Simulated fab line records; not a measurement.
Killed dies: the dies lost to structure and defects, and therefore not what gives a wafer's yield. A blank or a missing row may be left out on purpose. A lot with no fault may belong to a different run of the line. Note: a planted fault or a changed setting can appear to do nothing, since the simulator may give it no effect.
8D (eight disciplines) problem report, filled in by code    flow gf180mcu    the parts of the form that need people (team, actions taken, sign-off) are left out

1. WHAT WENT WRONG
Wafers without a fault read 39.97 Torr, standard deviation 0.1; chamber-pressure-Torr at GF_V4_CVD_23 reads a mean of 43.49 Torr on 5 wafers belonging to 2 lots. That is +35 standard deviations from the usual mean.
The step: deposits W, target thk 350 nm, time 104.9 s.
Earliest sighting: wafer L385.2 on cvd-w-02 at day 27 13:35. The record holds 18 wafers of 6 lots with a number at this step. Rule for "out", or "out of limits": more than 4 standard deviations from the usual mean. The other wafers with a number count as sound.

2. WHAT IT IS, WHAT IT ISN'T
question                     is                                      is not
which readings at this step  chamber-pressure-Torr                   heater-power-w
which lots                   L385, L387                              L376, L377, L392, L394
which wafers of those lots   L385.2, L385.3, L385.6, L387.1, L387.6  L387.4
read on which tools          cvd-w-02                                cvd-w-01
when                         from day 27 13:35                       up to then (6 sound wafers); but 7 sound wafers of L387, L392, L394 came after

3. WHAT RULES OUT EACH SUSPECT
Counting: a tool at a process step up to the reading stays a suspect if it ran every lot that is out. Sound lots after the first of them don't rule it out here, since some wafers of a struck lot are sound.
- cvd-w-02 at GF_V4_CVD_23 (deposits W, target thk 350 nm, time 104.9 s): kept. Ran every lot that is out, first one L385 (day 27 13:35); last sound lot up to then L376 (day 24 11:45). Out on those wafers are its own readings of chamber-pressure-Torr.
- Within cvd-w-02 at GF_V4_CVD_23: the wafers that are out ran in chamber 1; their sound lot-mates ran in chamber 0.
Remaining after the count: cvd-w-02 at GF_V4_CVD_23.

4. THE CAUSE (what the simulator had put in)
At GF_V4_CVD_23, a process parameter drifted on cvd-w-02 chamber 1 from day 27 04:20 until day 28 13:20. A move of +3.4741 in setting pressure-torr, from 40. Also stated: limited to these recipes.
The count eliminated every tool but this one.

5. THE CHAIN OF EFFECTS, in route order
Each row: a reading where the mean over the struck wafers with a number is more than 3 standard deviations away from the usual. Only readings for which the record gives a usual standard deviation are gone through. hours: the time from each lot's start at the first step in this table that gives one to its start at this step, as a median over the lots. sigmas: the change in usual standard deviations.
hours  step          reading                usual       on struck wafers  change  sigmas
0      GF_V4_CVD_23  chamber-pressure-Torr  39.97 Torr  43.49             +3.52   +35
Here are the process steps it includes:
- GF_V4_CVD_23: deposits W, target thk 350 nm, time 104.9 s.
At these later measuring or inspecting steps, every struck wafer for which the step has a row has a number for every such reading, and none has moved that far: GF_V4_RS_MEAS_24.

6. HOW IT WOULD HAVE BEEN CAUGHT EARLIER
9 hours passed between the start of the fault at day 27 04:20 and the first reading out of limits in this record, taken at day 27 13:35.
